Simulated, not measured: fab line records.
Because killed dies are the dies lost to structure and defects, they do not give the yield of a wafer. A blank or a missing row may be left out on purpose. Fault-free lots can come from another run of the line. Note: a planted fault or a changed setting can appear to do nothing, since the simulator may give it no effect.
Struck lot and sound lot, side by side    flow sky130    43 out of 708 route steps
Sound: the wafers L246.1, L246.2, L246.5. Struck: wafer L260.3 (left out: L260.5, L260.6 of the same lot, which were not struck); the cause appears at the end.
At each step with rows: each side's tool, then ch and its chambers, then its first start. Under that, the readings that differ: sound wafers    struck wafers    difference of the means    sigmas: that difference in standard deviations of wafers without a fault.
alike: readings whose means differ by less than 2 such deviations, and words and numbers that are the same on both sides. not compared: withheld readings, readings that some wafer has no value for, bounds like >300 that may hide the same value, and numbers for which the record gives no deviation and whose values overlap.
The two part at a step that has a row with sigmas, a row that says differs or no value, or rows on one side only. Numbers that don't overlap but have no deviation are shown without sigmas and don't part them. A reading that every wafer of one side lacks parts them only if that side has two wafers or more.

first, 6 steps without rows for these wafers: SKY_CONTACT_ETCH_17 (etches SiO2 in C4F8/O2/Ar, stops on Si3N4, target depth 340 nm); SKY_CONTACT_ETCH_18 (etches Si3N4 in CHF3/O2, stops on TiN, time 39 s, target depth 75 nm); SKY_CONTACT_STRIP_19 (strips in O2/N2); SKY_CONTACT_STRIP_20 (strips in post etch residue remover, time 1200 s); SKY_CONTACT_CLEAN_21 (cleans in IPA, time 180 s); SKY_CONTACT_CLEAN_22 (cleans in O3/DIW).
SKY_CONTACT_SPUTTER_23: material TiN, target thk 20 nm, time 80 s.
  sound on pvd-sputter-02 at day 32 16:49; struck on pvd-sputter-02 at day 36 16:41
  alike: throttle-valve-pct
then, 1 step without rows for these wafers: SKY_CONTACT_CVD_24 (deposits W, target thk 340 nm, time 102.12 s).
SKY_CONTACT_RS_MEAS_25: measures by four-point-probe.
  sound on film-metro-02 at day 32 16:59; struck on film-metro-01 at day 36 16:54
  alike: CONTACT_W_RS
SKY_CONTACT_THK_MEAS_26: measures by xrf.
  sound on film-metro-02 at day 32 17:07; struck on film-metro-01 at day 36 17:00
  alike: CONTACT_W_THK
then, 1 step without rows for these wafers: SKY_CONTACT_CMP_27 (polishes, stops on SiO2, t overpolish 15 s, target thk 0 nm).
SKY_METAL1_SPUTTER_00: material Ti, target thk 15 nm, time 10 s.
  sound on pvd-sputter-03 at day 32 17:28; struck on pvd-sputter-03 at day 36 17:20
  alike: throttle-valve-pct
SKY_METAL1_SPUTTER_01: material TiN, target thk 20 nm, time 16.7 s.
  sound on pvd-sputter-03 at day 32 17:29; struck on pvd-sputter-03 at day 36 17:22
  alike: throttle-valve-pct
SKY_METAL1_SPUTTER_02: material AlCu, target thk 250 nm, time 13.3 s.
  sound on pvd-sputter-03 at day 32 17:31; struck on pvd-sputter-03 at day 36 17:24
  alike: throttle-valve-pct
then, 2 steps without rows for these wafers: SKY_METAL1_SPUTTER_03 (material Ti, target thk 5 nm, time 3.3 s); SKY_METAL1_SPUTTER_04 (material TiN, target thk 70 nm, time 58.3 s).
SKY_METAL1_RS_MEAS_05: measures by four-point-probe.
  sound on film-metro-01 at day 32 17:37; struck on film-metro-03 at day 36 17:32
  alike: METAL1_ALCU_RS
SKY_METAL1_THK_MEAS_06: measures by xrf.
  sound on film-metro-01 at day 32 17:44; struck on film-metro-03 at day 36 17:38
  alike: METAL1_ALCU_THK
then, 8 steps without rows for these wafers: SKY_METAL1_DEHYDRATE_07 (time 60 s); SKY_METAL1_HMDS_08 (prime time 60 s); SKY_METAL1_COAT_09 (resist thk 60 nm); SKY_METAL1_COAT_10 (resist thk 450 nm); SKY_METAL1_SOFTBAKE_11 (time 90 s); SKY_METAL1_EXPOSE_12 (exposes mask MM1, target cd 140 nm); SKY_METAL1_PEB_13; SKY_METAL1_DEVELOP_14 (develop time 60 s).
SKY_METAL1_CD_MEAS_15: the cd target is 140 nm.
  sound on cd-sem-01 at day 33 20:37; struck on cd-sem-01 at day 37 19:52
  alike: cd-nm
SKY_METAL1_OVL_MEAS_16:
  sound on overlay-01 at day 33 20:44; struck on overlay-02 at day 37 19:58
  alike: METAL1_OVL
then, 1 step without rows for these wafers: SKY_METAL1_DESCUM_17 (chemistry O2, time 8 s).
SKY_METAL1_ETCH_18: etches BARC in N2/H2, stops on SiO2, time 45.9 s, target depth 60 nm.
  sound on rie-metal-01 ch 0,1, day 33 20:48; struck on rie-metal-04 ch 1, day 37 20:02
reading                      sound        struck  difference  sigmas
drypump-motor-current-A (A)  6.6 6.7 6.6  5.5     -1.1        -3
  alike: oes-product-au, throttle-valve-pct
  not compared: rf-hours-counter-h
then, 1 step without rows for these wafers: SKY_METAL1_METAL_ETCH_19 (etches the open film in Cl2/BCl3, stops on SiO2, target depth 360 nm, time 78 s).
SKY_METAL1_STRIP_20: strips in O2/N2.
  sound on plasma-asher-01 ch 0,1, day 33 20:57; struck on plasma-asher-02 ch 1, day 37 20:12
  alike: drypump-motor-current-A, oes-product-au, strip-time-to-endpoint-s
  not compared: rf-hours-counter-h
then, 4 steps without rows for these wafers: SKY_METAL1_STRIP_21 (strips in post etch residue remover, time 1200 s); SKY_METAL1_CLEAN_22 (cleans in IPA, time 180 s); SKY_METAL1_CLEAN_23 (cleans in O3/DIW); SKY_VIA1_HDPCVD_00 (deposits SiO2, target thk 1030 nm, time 171.7 s).
SKY_VIA1_THK_MEAS_01:
  sound on film-metro-04 at day 33 21:43; struck on film-metro-03 at day 37 20:53
reading               sound           struck  difference  sigmas
VIA1_HDPCVD_THK (nm)  1019 1014 1032  1061    +39         +4
then, 1 step without rows for these wafers: SKY_VIA1_CMP_02 (polishes SiO2).
SKY_VIA1_BOW_MEAS_03:
  sound on film-metro-04 at day 33 22:04; struck on film-metro-03 at day 37 21:16
  alike: VIA1_BOW
then, 3 steps without rows for these wafers: SKY_VIA1_DEHYDRATE_04 (time 60 s); SKY_VIA1_HMDS_05 (prime time 60 s); SKY_VIA1_COAT_06 (resist thk 60 nm).
-- the record jumps here: 12 days lie between the struck wafers' starts before and after (it left off in module VIA1 and takes up again in module PAD_OPEN, whose first step shown is number 708 of the route) --
SKY_PAD_OPEN_PROBE_99:
  sound on prober-01 at day 46 15:29; struck on prober-02 at day 49 13:28
reading                                sound               struck  difference  sigmas
defect-limited-yield (%)               82.9 81.9 82.5      72.6    -9.8        -5
killed_at_M0_to_M3                     42 50 43            96      +51         +8
killed-dies                            84 89 86            135     +49         +6
sort_bin_3_pad_short (%)               0.6 0.2 1.2         3.3     +2.6        +7
sort_bin_5_function (%)                9.8 11.0 8.5        17.7    +7.9        +5
sort-n-pass                            408 403 406         357     -49         -6
sort-yield-pct (%)                     82.9 81.9 82.5      72.6    -9.8        -5
model.etest.tester.sort-n-pass         408 403 406         357     -49         
model.etest.tester.sort-yield-pct (%)  82.93 81.91 82.52   72.56   -9.89       
model.etest.tester.sort_bin_5_pct (%)  9.756 10.98 8.537   17.68   +7.92       
model.etest.tester.sort_bin_3_pct (%)  0.6098 0.2033 1.22  3.252   +2.574      
  alike: killed_at_M4_up, killed-at-contacts, killed-at-front-end, killed-at-other, killed-open, killed-short, sort_bin_6_memory

WHERE THEY PART
First at SKY_METAL1_ETCH_18; last, within this record, at SKY_PAD_OPEN_PROBE_99.

WHY: what had been put in by the simulator
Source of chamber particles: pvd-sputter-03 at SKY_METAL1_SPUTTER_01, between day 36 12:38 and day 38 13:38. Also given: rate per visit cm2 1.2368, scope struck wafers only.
